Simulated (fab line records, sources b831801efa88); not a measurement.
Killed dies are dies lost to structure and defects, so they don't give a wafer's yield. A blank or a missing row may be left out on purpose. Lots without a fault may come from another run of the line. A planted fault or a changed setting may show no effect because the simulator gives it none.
Problem report in the 8D (eight disciplines) form, filled by code | flow sky130 | the parts of the form that need people (team, actions taken, sign-off) are left out

1. THE PROBLEM
cd_nm at SKY_SD_P_CD_MEAS_07 reads a mean of 466.1 nm on 2 wafers of 2 lots; wafers without a fault read 380.1 nm with a standard deviation of 2.6. That is +33 standard deviations from the usual mean.
The step: target cd 380 nm.
First seen on wafer L103.3, day 32 06:51, on cd_sem-02. The record holds 33 wafers of 11 lots with a number at this step. Rule for "out", or "out of limits": more than 4 standard deviations from the usual mean. The other wafers with a number count as sound.

2. WHAT IT IS AND WHAT IT IS NOT
question                    | is                | is not
which readings at this step | cd_nm             | -
which lots                  | L103, L105        | L106, L107, L985, L988, L989, L990, L991, L995, L997
which wafers of those lots  | L103.3, L105.2    | L103.1, L103.6, L105.4, L105.5
read on which gauges        | cd_sem-02         | cd_sem-01
when                        | from day 32 06:51 | up to then (23 sound wafers); but 8 sound wafers of L105, L106, L107 came after

3. SUSPECTS, AND WHAT RULES EACH OUT
Counting: a tool at a process step up to the reading stays a suspect if it ran every lot that is out. Sound lots after the first of them don't rule it out here, since some wafers of a struck lot are sound.
- the gauge at SKY_SD_P_CD_MEAS_07: ruled out. All the wafers that are out were read on cd_sem-02, but those of them that SKY_SD_P_STRIP_10 has rows for are out there too, on other tools.
- litho_track-01 at SKY_SD_P_COAT_02 (resist thk 1140 nm): kept. It ran every lot that is out, first L103 (day 31 17:04); its last sound lot up to then is L997 (day 29 15:11).
Left after counting: litho_track-01 at SKY_SD_P_COAT_02.

4. THE CAUSE (what the simulator had put in)
Process parameter drift: litho_track-01, from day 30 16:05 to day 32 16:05, at SKY_SD_P_COAT_02. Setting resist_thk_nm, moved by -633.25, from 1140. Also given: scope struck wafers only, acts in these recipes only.
Counting left only this tool.

5. THE CHAIN OF EFFECTS, in route order
Each row: a reading whose mean over the struck wafers that have a number lies more than 3 standard deviations from the usual. Only readings for which the record gives a usual standard deviation are gone through. hours: the time from each lot's start at the first step in this table that gives one to its start at this step, as a median over the lots. sigmas: the change in usual standard deviations.
hours | step                | reading                  | usual      | on struck wafers | change | sigmas
0     | SKY_SD_P_CD_MEAS_07 | cd_nm                    | 380.1 nm   | 466.1            | +86.0  | +33
0     | SKY_SD_P_STRIP_10   | oes_product_au           | 0.617 a.u. | 0.510            | -0.107 | -24
0     | SKY_SD_P_STRIP_10   | strip_time_to_endpoint_s | 17.49 s    | 10.20            | -7.29  | -99 or more
The process steps in it:
- SKY_SD_P_STRIP_10: strips in O2/N2.

6. WHAT WOULD HAVE CAUGHT IT SOONER
In this record the first reading out of limits at a measuring or inspecting step was taken at day 32 06:51, 39 hours after the fault began at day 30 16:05.
Of the lots that are out (2), L105 began SKY_SD_P_COAT_02 on litho_track-01 after day 32 06:51. A hold on the tool at that time would have spared it.
